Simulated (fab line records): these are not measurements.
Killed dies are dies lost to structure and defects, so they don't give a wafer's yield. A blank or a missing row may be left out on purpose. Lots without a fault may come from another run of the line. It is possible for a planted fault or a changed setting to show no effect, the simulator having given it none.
Which tool did it? ; flow gf180mcu ; 11 lots, 33 wafers sampled, at 5 steps of a route of 602

## WHAT THE GAUGES READ, wafer by wafer
GF_V3_THK_MEAS_03.
lot;measured;on;V3_CVD_02_THK (nm)
L233;day 21 07:40;filmMetro-03;836 850 851
L235;day 22 09:00;filmMetro-02;842 843 863
L237;day 23 04:13;filmMetro-03;881 847 872
L239;day 23 23:04;filmMetro-02;852 855 845
L240;day 24 04:45;filmMetro-02;855 849 846
L241;day 24 08:16;filmMetro-02;842 823 842
L242;day 24 21:01;filmMetro-04;846 859 851
L249;day 27 00:28;filmMetro-02;858 834 859
L252;day 27 20:38;filmMetro-03;1469 1458 1474
L253;day 28 05:17;filmMetro-02;1482 1468 1470
L254;day 28 08:54;filmMetro-03;841 855 859

## WHICH TOOL RAN EACH LOT (tool, then ch and the chambers of the sampled wafers, then the start)
lot;GF_V2_ETCH_16;GF_V2_ETCH_17;GF_M3_STRIP_17;GF_V3_CVD_02
L233;rieDiel-01 ch 2,3, day 20 05:18;rieDiel-01 ch 2,3, day 21 06:55 or earlier;plasmaAsher-02 ch 0,1, day 21 06:55;pecvd-04 ch 1,2, day 21 07:35
L235;rieDiel-04 ch 0,1, day 21 06:56;rieDiel-04 ch 0,1, day 22 08:16 or earlier;plasmaAsher-04 ch 0,1, day 22 08:16;pecvd-04 ch 0,1,2, day 22 08:55
L237;rieDiel-04 ch 0,2,3, day 22 01:57;rieDiel-04 ch 0,2,3, day 23 03:26 or earlier;plasmaAsher-03 ch 0,1, day 23 03:26;pecvd-02 ch 0,1, day 23 04:07
L239;rieDiel-01 ch 0,1, day 22 21:57;rieDiel-01 ch 0,1, day 23 22:21 or earlier;plasmaAsher-03 ch 0,1, day 23 22:21;pecvd-01 ch 0,1,2, day 23 22:59
L240;rieDiel-01 ch 1,3, day 23 03:27;rieDiel-01 ch 1,3, day 24 04:00 or earlier;plasmaAsher-04 ch 0,1, day 24 04:00;pecvd-04 ch 1,2, day 24 04:40
L241;rieDiel-01 ch 0,3, day 23 07:56;rieDiel-01 ch 0,3, day 24 07:31 or earlier;plasmaAsher-03 ch 0,1, day 24 07:31;pecvd-01 ch 0,2, day 24 08:11
L242;rieDiel-01 ch 0,3, day 23 19:54;rieDiel-01 ch 0,3, day 24 20:17 or earlier;plasmaAsher-02 ch 0,1, day 24 20:17;pecvd-02 ch 1,2, day 24 20:55
L249;rieDiel-03 ch 1,3, day 26 01:03;rieDiel-03 ch 1,3, day 26 23:43 or earlier;plasmaAsher-04 ch 0,1, day 26 23:43;pecvd-01 ch 1,2, day 27 00:24
L252;rieDiel-01 ch 1,2,3, day 26 21:05;rieDiel-01 ch 1,2,3, day 27 19:52 or earlier;plasmaAsher-04 ch 0,1, day 27 19:52;pecvd-04 ch 0,1, day 27 20:34
L253;rieDiel-04 ch 0,2,3, day 27 06:36;rieDiel-04 ch 0,2,3, day 28 04:32 or earlier;plasmaAsher-03 ch 0,1, day 28 04:32;pecvd-04 ch 0,1,2, day 28 05:13
L254;rieDiel-03 ch 0,1,3, day 27 10:38;rieDiel-03 ch 0,1,3, day 28 08:10 or earlier;plasmaAsher-02 ch 0,1, day 28 08:10;pecvd-01 ch 0,1, day 28 08:50
- GF_V2_ETCH_16: etches BARC in N2/H2.
- GF_V2_ETCH_17: etches SiO2 in C4F8/O2/Ar, stops on TiN, target depth 630 nm.
- GF_M3_STRIP_17: strips in O2/N2.
- GF_V3_CVD_02: deposits SiO2 from TEOS, target thk 850 nm, time 94.851 s.

## THE ANSWER, worked out from the rows above alone
Rule: the usual values come from the lots themselves. The widest of any qualifying gaps counts: lots, ordered by their means at a reading, are off when they make up no more than a third of the lots, leave a main group of 4 or more, and stand apart from it by 3 or more times the standard deviation of that group's means. A main group is skipped when, at the precision printed for the reading in the tables above, its means are all equal. A lot without any number at a reading at which 4 lots or more have one is off too. All remaining lots with rows at the step are treated as sound.
Off: L252, L253, seen at GF_V3_THK_MEAS_03 (V3_CVD_02_THK). The main group: mean 850 nm, standard deviation 7.5.
A tool fits if, at a process step before that reading, it ran every lot that is off, and no sound lot after the first of them. The gauges at GF_V3_THK_MEAS_03 are tried like those tools. Because GF_V2_ETCH_17 lacks a start for some lots, the hours and order of its lots are taken from GF_M3_STRIP_17. One fits: GF_V3_CVD_02 on pecvd-04. A fault onset in the window from L240 (day 24 04:40, its last sound lot) to L252 (day 27 20:34, its first lot off) fits.

## WHAT THE SIMULATOR HAD PUT IN
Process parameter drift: pecvd-04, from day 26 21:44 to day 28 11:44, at GF_V3_CVD_02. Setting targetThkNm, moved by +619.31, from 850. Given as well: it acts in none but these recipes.
Struck lots among those shown: L252, L253. Same finding as the rule above.
